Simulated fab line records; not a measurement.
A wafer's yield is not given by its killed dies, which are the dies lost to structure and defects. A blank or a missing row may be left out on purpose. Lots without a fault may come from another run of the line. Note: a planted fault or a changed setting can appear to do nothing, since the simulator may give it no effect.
Comparing a struck lot with a sound one ; flow sky130 ; 17 steps out of a route of 708
Sound: these wafers, L460.2, L460.3, L460.5. Struck: wafer L471.5 (left out: L471.2, L471.3 of the same lot, which were not struck); the cause appears at the end.
Each step with rows lists, per side, the tool, then ch with its chambers, then its first start. Under that, the readings that differ: sound wafers ; struck wafers ; difference of the means ; sigmas: that difference in standard deviations of wafers without a fault.
alike: a reading whose means differ by less than 2 such deviations, as well as words and numbers matching on both sides. not compared: withheld readings; readings where some wafer has no value; bounds like >300 that might hide an equal value; numbers whose values overlap and for which the record gives no deviation.
Wherever a step has rows on one side only, a row that says differs or no value, or a row with sigmas, the two part there. Numbers that have no deviation but don't overlap get no sigmas and don't part them. A reading missing from all wafers of one side parts the sides only when that side holds two or more wafers.

first, 3 steps without rows for these wafers: SKY_VIA1_EXPOSE_09 (exposes mask VIM, target cd 150 nm); SKY_VIA1_PEB_10; SKY_VIA1_DEVELOP_11 (develop time 60 s).
SKY_VIA1_CD_MEAS_12 targets a cd of 150 nm.
  sound on cd_sem-02, day 35 17:20; struck on cd_sem-01, day 39 09:39
  alike: cd_nm
SKY_VIA1_OVL_MEAS_13:
  sound on overlay-02, day 35 17:27; struck on overlay-02, day 39 09:46
  alike: VIA1_OVL
SKY_VIA1_ETCH_14: etches BARC in N2/H2, stops on SiO2, time 45.9 s, target depth 60 nm.
  sound on rie_diel-02 ch 0,1,2, day 35 17:29; struck on rie_diel-03 ch 0, day 39 09:47
reading;sound;struck;difference;sigmas
drypump_motor_current_A (A);5.3 5.8 5.7;6.8;+1.2;+2
  alike: chamber_pressure_mTorr, h2_flow_sccm, oes_product_au, throttle_valve_pct
  not compared: rf_hours_counter_h
SKY_VIA1_ETCH_15: etches SiO2 in C4F8/O2/Ar, stops on TiN, target depth 351 nm, time 54 s.
  sound on rie_diel-02 ch 0,1,2, day 35 17:31; struck on rie_diel-03 ch 0, day 39 09:50
  alike: chamber_pressure_mTorr, oes_product_au
  not compared: rf_hours_counter_h
SKY_VIA1_STRIP_16: strips in O2/N2.
  sound on plasma_asher-02 ch 0,1, day 35 17:34; struck on plasma_asher-01 ch 0, day 39 09:53
reading;sound;struck;difference;sigmas
o2_flow_sccm (sccm);2982 3017 2989;3019;+23;+2
oes_product_au (a.u.);0.419 0.416 0.404;0.427;+0.014;+3
  alike: chamber_pressure_mTorr, drypump_motor_current_A, strip_time_to_endpoint_s
  not compared: rf_hours_counter_h
then, 3 steps without rows for these wafers: SKY_VIA1_STRIP_17 (strips in post etch residue remover, time 1200 s); SKY_VIA1_CLEAN_18 (cleans in IPA, time 180 s); SKY_VIA1_CLEAN_19 (cleans in O3/DIW).
SKY_VIA1_SPUTTER_20: material TiN, target thk 20 nm, time 80 s.
  sound on pvd_sputter-02, day 35 18:10; struck on pvd_sputter-01, day 39 10:28
  alike: throttle_valve_pct
SKY_VIA1_CVD_21: deposits W, target thk 270 nm, time 80.902 s.
  sound on cvd_w-02 ch 0,1, day 35 18:13; struck on cvd_w-01 ch 0, day 39 10:32
reading;sound;struck;difference;sigmas
chamber_pressure_Torr (Torr);39.92 40.01 39.98;47.48;+7.51;+96
model.W_of_VIA1_CVD_21.thk_nm (nm);269.3 269 268.6;292.8;+23.8;
  alike: heater_power_w
  not compared: since_wet_clean_h
SKY_VIA1_RS_MEAS_22: uses a four-point probe to measure.
  sound on film_metro-01, day 35 18:20; struck on film_metro-03, day 39 10:39
reading;sound;struck;difference;sigmas
VIA1_W_RS (ohm/sq);0.427 0.428 0.429;0.392;-0.036;-7
SKY_VIA1_THK_MEAS_23: measures by xrf.
  sound on film_metro-01, day 35 18:26; struck on film_metro-03, day 39 10:46
reading;sound;struck;difference;sigmas
VIA1_W_THK (nm);268.3 265.7 266.7;286.3;+19.4;+7
SKY_VIA1_CMP_24: polishes, stops on SiO2, t overpolish 15 s, target thk 0 nm.
  sound on cmp-01 ch 0,1,2, day 35 18:35; struck on cmp-01 ch 0, day 39 10:49
  alike: motor_current_A, platen_rpm
after that, 1 step had no rows for these wafers: SKY_PAD_OPEN_PROBE_99.

## WHERE THEY PART
Last at SKY_VIA1_THK_MEAS_23 as far as this record goes, first at SKY_VIA1_ETCH_14. Later steps at which nothing parts them and some readings are alike: SKY_VIA1_CMP_24.

WHY: what had been put in by the simulator
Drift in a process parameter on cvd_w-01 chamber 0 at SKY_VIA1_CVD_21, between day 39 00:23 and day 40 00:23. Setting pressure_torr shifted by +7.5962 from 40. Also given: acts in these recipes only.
